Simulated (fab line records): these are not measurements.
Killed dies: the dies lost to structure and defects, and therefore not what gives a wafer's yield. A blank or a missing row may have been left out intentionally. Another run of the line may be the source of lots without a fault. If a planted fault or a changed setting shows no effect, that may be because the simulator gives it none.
fab line records    flow sky130
record: lots: 15  wafers: 45  last_day: 50
route steps=708 shown PWDE@55 VT_ADJUST_LVTN@105 LDD_N@244 LDD_P@262
lots with no fault: from the same line, run without faults
start_h: hours from the record's opening day to when the first of the lot's shown wafers began    wait_h: hours from the lot's prior step to this one    " unchanged from the row above    L1.1+2: a row that stands for several wafers    - no value, or no start was given    * or withheld: withheld    < > ~ a bound
route shown NAME@n: names a module that has steps shown in the file, with the first one's number in the route    usual: the fault-free wafers' mean and standard deviation    same: alike in all rows    chamber/n: place in a boat    sites: readings site by site    _std_site: standard deviation across them    _edge_site: inner sites' mean taken away from outer sites' mean    radius_mm: for every site, how far away it sits from the centre of the wafer    mask NAME#n: copy n    behind: tool/chamber where the wafer was last shaped    hold: reason for holding the lot/hours on hold/outcome of the hold    device: whichever transistor did not switch (one of n, p or np)    end of line: the tests these same wafers got at the end of their route    a step given without rows: its recipe and nothing more    killed: not the wafer's yield, but the dies lost to structure and defects at the first sort    map: per-die view of a wafer (x killed, . not killed, _ where there is no die)
set.NAME: the setting as run; set.NAME@STEP: as run at that earlier step    model.NAME: the simulator's own value behind a step, which no gauge read
steps of the route over a sample of lots; a table a step, a row a wafer
services: when a tool's chamber went out of use (start_h, in hours from the record's first day, below 0 if earlier), for how many hours, and the reason
== steps ==
step: SKY_PWDE_TW_MEAS_10
usual: PWDE_TW: 374/4
lot.wafer  tool           chamber  start_h  wait_h  PWDE_TW
L930.1     film_metro-02  -        69.18    0.1     378
L930.4     "              -        "        "       377
L930.6     "              -        "        "       375
L931.2     film_metro-02  -        75.69    0.1     378
L931.4     "              -        "        "       380
L931.5     "              -        "        "       377
L932.2     film_metro-02  -        76.93    0.1     378
L932.3     "              -        "        "       377
L932.5     "              -        "        "       379
L933.2     film_metro-04  -        84.13    0.1     377
L933.4     "              -        "        "       376
L933.5     "              -        "        "       374
L934.1     film_metro-01  -        102.75   0.1     369
L934.2     "              -        "        "       369
L934.3     "              -        "        "       370
L936.2     film_metro-02  -        108.68   0.1     376
L936.3     "              -        "        "       375
L936.6     "              -        "        "       374
L937.2     film_metro-04  -        115.64   0.1     376
L937.3     "              -        "        "       374
L937.6     "              -        "        "       372
L938.1     film_metro-02  -        116.33   0.1     375
L938.3     "              -        "        "       373
L938.6     "              -        "        "       376
L940.1     film_metro-01  -        130.33   0.1     367
L940.2     "              -        "        "       367
L940.5     "              -        "        "       366
L946.1     film_metro-04  -        159.85   0.1     377
L946.2     "              -        "        "       378
L946.6     "              -        "        "       378
L947.2     film_metro-01  -        166.19   0.1     367
L947.3     "              -        "        "       367
L947.5     "              -        "        "       368
L948.1     film_metro-01  -        171.20   0.1     368
L948.2     "              -        "        "       372
L948.4     "              -        "        "       371
L949.2     film_metro-02  -        177.83   0.1     374
L949.5     "              -        "        "       374
L949.6     "              -        "        "       376
L950.1     film_metro-01  -        185.13   0.1     372
L950.2     "              -        "        "       368
L950.4     "              -        "        "       371
L951.2     film_metro-04  -        194.28   0.1     377
L951.3     "              -        "        "       377
L951.4     "              -        "        "       375
step: SKY_VT_ADJUST_LVTN_IMPLANT_08
recipe: species: B  energy_kev: 29.61  dose_cm2: 1.57e+12  tilt_deg: withheld
usual: beam_energy_keV: 29.609/0.01  beam_on_s: 9.99/0.2
lot.wafer  tool          chamber  start_h  wait_h  beam_energy_keV  beam_on_s
L930.1     implanter-01  0        142.22   0.0     29.602           9.85
L930.4     "             0        "        "       29.607           10.03
L930.6     "             0        "        "       29.602           9.71
L931.2     implanter-01  0        150.30   0.0     29.592           9.90
L931.4     "             0        "        "       29.597           9.85
L931.5     "             0        "        "       29.591           9.94
L932.2     implanter-01  0        152.90   0.0     29.597           9.82
L932.3     "             0        "        "       29.618           9.75
L932.5     "             0        "        "       29.602           10.14
L933.2     implanter-04  0        162.61   0.0     29.584           9.66
L933.4     "             0        "        "       29.608           10.18
L933.5     "             0        "        "       29.609           10.00
L934.1     implanter-01  0        183.72   0.0     29.608           10.29
L934.2     "             0        "        "       29.616           9.98
L934.3     "             0        "        "       29.613           9.61
L936.2     implanter-01  -        190.16   0.0     -                -
L936.3     "             -        "        "       -                -
L936.6     "             -        "        "       -                -
L937.2     implanter-04  -        197.65   0.0     -                -
L937.3     "             -        "        "       -                -
L937.6     "             -        "        "       -                -
L938.1     implanter-03  -        198.19   0.0     -                -
L938.3     "             -        "        "       -                -
L938.6     "             -        "        "       -                -
L940.1     implanter-01  0        215.45   0.0     29.620           9.80
L940.2     "             0        "        "       29.603           10.32
L940.5     "             0        "        "       29.604           10.22
L946.1     implanter-03  0        247.22   0.0     29.605           10.35
L946.2     "             0        "        "       29.613           10.21
L946.6     "             0        "        "       29.625           10.12
L947.2     implanter-03  0        254.90   0.0     29.611           10.16
L947.3     "             0        "        "       29.606           10.00
L947.5     "             0        "        "       29.604           9.91
L948.1     implanter-04  0        262.00   0.0     29.603           9.82
L948.2     "             0        "        "       29.603           9.69
L948.4     "             0        "        "       29.604           10.22
L949.2     implanter-03  0        267.70   0.0     29.635           10.07
L949.5     "             0        "        "       29.620           10.28
L949.6     "             0        "        "       29.626           9.99
L950.1     implanter-03  0        277.80   0.0     29.616           10.10
L950.2     "             0        "        "       29.602           10.02
L950.4     "             0        "        "       29.615           9.75
L951.2     implanter-01  0        286.01   0.0     29.611           9.90
L951.3     "             0        "        "       29.616           10.33
L951.4     "             0        "        "       29.609           9.87
step: SKY_VT_ADJUST_LVTN_TW_MEAS_10
usual: VT_ADJUST_LVTN_TW: 241.2/2.4
lot.wafer  tool           chamber  start_h  wait_h  VT_ADJUST_LVTN_TW
L930.1     film_metro-03  -        142.47   0.1     244.7
L930.4     "              -        "        "       242.2
L930.6     "              -        "        "       244.4
L931.2     film_metro-03  -        150.53   0.1     242.5
L931.4     "              -        "        "       242.5
L931.5     "              -        "        "       243.8
L932.2     film_metro-02  -        153.13   0.1     241.8
L932.3     "              -        "        "       242.5
L932.5     "              -        "        "       241.2
L933.2     film_metro-01  -        162.85   0.1     235.5
L933.4     "              -        "        "       236.5
L933.5     "              -        "        "       237.3
L934.1     film_metro-02  -        183.97   0.1     241.0
L934.2     "              -        "        "       241.7
L934.3     "              -        "        "       242.0
L936.2     film_metro-01  -        190.40   0.1     29.6
L936.3     "              -        "        "       29.7
L936.6     "              -        "        "       29.8
L937.2     film_metro-02  -        197.88   0.1     30.4
L937.3     "              -        "        "       30.4
L937.6     "              -        "        "       30.2
L938.1     film_metro-02  -        198.44   0.1     30.1
L938.3     "              -        "        "       30.3
L938.6     "              -        "        "       30.2
L940.1     film_metro-03  -        215.70   0.1     242.1
L940.2     "              -        "        "       242.3
L940.5     "              -        "        "       243.1
L946.1     film_metro-02  -        247.47   0.1     244.4
L946.2     "              -        "        "       244.6
L946.6     "              -        "        "       242.0
L947.2     film_metro-02  -        255.13   0.1     243.3
L947.3     "              -        "        "       243.5
L947.5     "              -        "        "       243.1
L948.1     film_metro-01  -        262.25   0.1     236.2
L948.2     "              -        "        "       236.7
L948.4     "              -        "        "       237.4
L949.2     film_metro-03  -        267.93   0.1     241.6
L949.5     "              -        "        "       240.5
L949.6     "              -        "        "       240.9
L950.1     film_metro-02  -        278.05   0.1     243.6
L950.2     "              -        "        "       242.2
L950.4     "              -        "        "       241.9
L951.2     film_metro-01  -        286.25   0.1     238.4
L951.3     "              -        "        "       237.5
L951.4     "              -        "        "       238.5
step: SKY_LDD_N_OVL_MEAS_07
usual: LDD_N_OVL: 0.0/1.3
lot.wafer  tool        chamber  start_h  wait_h  LDD_N_OVL[nm]
L931.2     overlay-01  -        433.02   0.1     2.3
L931.4     "           -        "        "       -1.0
L931.5     "           -        "        "       0.7
L930.1     overlay-01  -        436.03   0.1     -0.9
L930.4     "           -        "        "       0.0
L930.6     "           -        "        "       -0.5
L932.2     overlay-02  -        436.20   0.1     0.1
L932.3     "           -        "        "       0.3
L932.5     "           -        "        "       0.8
L933.2     overlay-02  -        439.05   0.1     -1.4
L933.4     "           -        "        "       -0.1
L933.5     "           -        "        "       0.1
L934.1     overlay-01  -        454.83   0.1     0.4
L934.2     "           -        "        "       -0.8
L934.3     "           -        "        "       2.1
L940.1     overlay-01  -        504.33   0.1     -0.1
L940.2     "           -        "        "       -2.4
L940.5     "           -        "        "       -0.7
L946.1     overlay-02  -        539.26   0.1     -1.3
L946.2     "           -        "        "       0.1
L946.6     "           -        "        "       1.8
L947.2     overlay-02  -        549.84   0.1     -0.3
L947.3     "           -        "        "       -2.1
L947.5     "           -        "        "       -0.9
L948.1     overlay-01  -        562.68   0.1     -1.3
L948.2     "           -        "        "       -1.5
L948.4     "           -        "        "       0.0
L949.2     overlay-02  -        568.44   0.1     -0.5
L949.5     "           -        "        "       0.5
L949.6     "           -        "        "       0.4
L950.1     overlay-01  -        579.69   0.1     0.1
L950.2     "           -        "        "       0.1
L950.4     "           -        "        "       0.7
L951.2     overlay-02  -        593.45   0.1     -0.8
L951.3     "           -        "        "       0.7
L951.4     "           -        "        "       -1.1
step: SKY_LDD_P_CD_MEAS_07
recipe: target_cd_nm: 380
usual: cd_nm: 379.8/2.4
lot.wafer  tool       chamber  start_h  wait_h  cd_nm
L931.2     cd_sem-01  -        465.12   0.1     379.8
L931.4     "          -        "        "       379.4
L931.5     "          -        "        "       382.7
L930.1     cd_sem-02  -        467.73   0.1     380.3
L930.4     "          -        "        "       381.4
L930.6     "          -        "        "       380.4
L932.2     cd_sem-01  -        467.97   0.1     377.8
L932.3     "          -        "        "       380.4
L932.5     "          -        "        "       379.8
L933.2     cd_sem-01  -        470.37   0.1     380.9
L933.4     "          -        "        "       380.7
L933.5     "          -        "        "       380.9
L934.1     cd_sem-01  -        485.58   0.1     380.1
L934.2     "          -        "        "       379.4
L934.3     "          -        "        "       378.8
L940.1     cd_sem-02  -        535.99   0.1     384.0
L940.2     "          -        "        "       385.1
L940.5     "          -        "        "       386.9
L946.1     cd_sem-01  -        569.78   0.1     379.0
L946.2     "          -        "        "       380.7
L946.6     "          -        "        "       379.4
L947.2     cd_sem-02  -        580.22   0.1     374.9
L947.3     "          -        "        "       376.2
L947.5     "          -        "        "       376.5
L948.1     cd_sem-01  -        592.83   0.1     376.5
L948.2     "          -        "        "       376.2
L948.4     "          -        "        "       378.2
L949.2     cd_sem-01  -        598.66   0.1     379.3
L949.5     "          -        "        "       377.9
L949.6     "          -        "        "       378.1
L950.1     cd_sem-01  -        610.28   0.1     377.9
L950.2     "          -        "        "       377.8
L950.4     "          -        "        "       379.0
L951.2     cd_sem-02  -        624.77   0.1     380.7
L951.3     "          -        "        "       380.9
L951.4     "          -        "        "       379.3
== services ==
tool          chamber  start_h  hours  kind
implanter-01  -        141.26   0.7    repair
implanter-03  -        192.11   4.4    pm
implanter-03  -        242.69   3.5    pm
== key ==
first_sign: step: SKY_VT_ADJUST_LVTN_IMPLANT_08  reading: tool_record  direction: missing
effect: step: SKY_VT_ADJUST_LVTN_TW_MEAS_10  reading: VT_ADJUST_LVTN_TW  direction: down  sigmas: 87  usual: 241.2  struck: 30.1
met_at SKY_VT_ADJUST_LVTN_IMPLANT_08
struck_lots L936,L937,L938
later_rows_left_out L936.2,L936.3,L936.6,L937.2,L937.3,L937.6,L938.1,L938.3,L938.6
sort_left_out L936.2,L936.3,L936.6,L937.2,L937.3,L937.6,L938.1,L938.3,L938.6
tester_left_out L936,L937,L938
not_acting_at SKY_PWDE_TW_MEAS_10,SKY_LDD_N_OVL_MEAS_07,SKY_LDD_P_CD_MEAS_07
onset_between 183.72 190.16
fault: kind: skipped_step_whole  tool: implanter-01,implanter-03,implanter-04  chamber: -  onset_h: 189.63  steps: SKY_VT_ADJUST_LVTN_IMPLANT_08  scope: struck_lots_only
tester_left_out: of these lots the tester's yield and bins aren't shown, on N5 and GAA mostly nor the transistor test; their killed dies are dies lost to structure and defects alone, not to doping, threshold or leakage, so they don't give the yield
sort_left_out: the simulated sort isn't trusted on such a fault, so these wafers' sort isn't shown, and their yield isn't known
later_rows_left_out: the simulator's readings of these wafers behind a module that went badly wrong aren't trusted and aren't shown, but for the sort
